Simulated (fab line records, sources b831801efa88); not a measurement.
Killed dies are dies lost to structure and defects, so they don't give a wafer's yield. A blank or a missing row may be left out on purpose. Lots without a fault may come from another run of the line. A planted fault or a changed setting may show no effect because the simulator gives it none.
Which tool did it? | flow sky130 | 13 lots, 39 wafers sampled, at 2 steps of a route of 708

WHAT THE GAUGES READ, wafer by wafer
The record holds no reading of a measuring or inspecting step that can be judged against a usual standard deviation.

WHICH TOOL RAN EACH LOT (tool, then ch and the chambers of the sampled wafers, then the start)
lot  | SKY_LI_CONTACT_CVD_21         | SKY_PAD_OPEN_PROBE_99
L309 | cvd_w-02 ch 0,1, day 30 03:27 | -
L310 | cvd_w-02 ch 0,1, day 30 14:54 | -
L312 | cvd_w-01 ch 0,1, day 31 03:32 | -
L313 | cvd_w-02 ch 0,1, day 31 16:12 | -
L314 | cvd_w-01 ch 1, day 31 20:50   | -
L317 | cvd_w-01 ch 0,1, day 32 23:06 | -
L318 | cvd_w-02 ch 0,1, day 33 06:08 | -
L319 | cvd_w-01 ch 0,1, day 33 09:47 | -
L321 | cvd_w-01 ch 0,1, day 34 01:44 | -
L320 | cvd_w-02 ch 0,1, day 34 05:06 | -
L322 | cvd_w-02 ch 1, day 34 07:34   | -
L326 | cvd_w-01 ch 0,1, day 35 12:53 | -
L327 | cvd_w-02 ch 0,1, day 35 23:22 | prober-02, day 50 19:25
- SKY_LI_CONTACT_CVD_21: deposits W, target thk 400 nm, time 120.56 s.
- SKY_PAD_OPEN_PROBE_99

WHAT THE TOOLS THEMSELVES READ (means of the sampled wafers that have a number; where no wafer has one, the mark that the record gives instead)
SKY_LI_CONTACT_CVD_21.
lot  | tool     | heater_power_w (W) | susceptor_temp_C (C)
L309 | cvd_w-02 | 811                | 399.99
L310 | cvd_w-02 | 879                | 400.24
L312 | cvd_w-01 | 822                | 399.85
L313 | cvd_w-02 | 885                | 399.81
L314 | cvd_w-01 | 890                | 399.72
L317 | cvd_w-01 | 808                | 400.25
L318 | cvd_w-02 | 810                | 400.04
L319 | cvd_w-01 | 821                | 399.81
L321 | cvd_w-01 | 827                | 400.05
L320 | cvd_w-02 | 812                | 399.98
L322 | cvd_w-02 | 719                | 400.17
L326 | cvd_w-01 | 859                | 400.14
L327 | cvd_w-02 | 806                | 399.95

SKY_PAD_OPEN_PROBE_99.
lot  | tool      | killed_at_M0_to_M3 | killed_at_M4_up | killed_at_contacts | killed_at_front_end | killed_at_other | killed_dies | killed_open | killed_short
L327 | prober-02 | 39                 | 2.0             | 43                 | 15                  | 0.0             | 99          | 42          | 38

THE ANSWER, worked out from the rows above alone
Rule: what is usual is taken from the lots themselves. Put in order of their means at a reading, lots are off if they are a third of the lots or fewer, leave a main group of 4 or more, and stand apart from it by a gap of 3 or more times the standard deviation of the main group's means; of several such gaps the widest counts. A main group whose means are all the same, to the digits that the tables above print for the reading, isn't used. A lot without any number at a reading at which 4 lots or more have one is off too. The other lots that the step has rows for count as sound. The gauges are gone through in route order, then the tools' own readings, and for those a lot's mean is taken as printed above. The first step at which some lot is off is used, and at that step the reading that is off furthest; a lot without a number counts as furthest.
No lot is off at any reading shown: from this, nothing can be told.

WHAT THE SIMULATOR HAD PUT IN
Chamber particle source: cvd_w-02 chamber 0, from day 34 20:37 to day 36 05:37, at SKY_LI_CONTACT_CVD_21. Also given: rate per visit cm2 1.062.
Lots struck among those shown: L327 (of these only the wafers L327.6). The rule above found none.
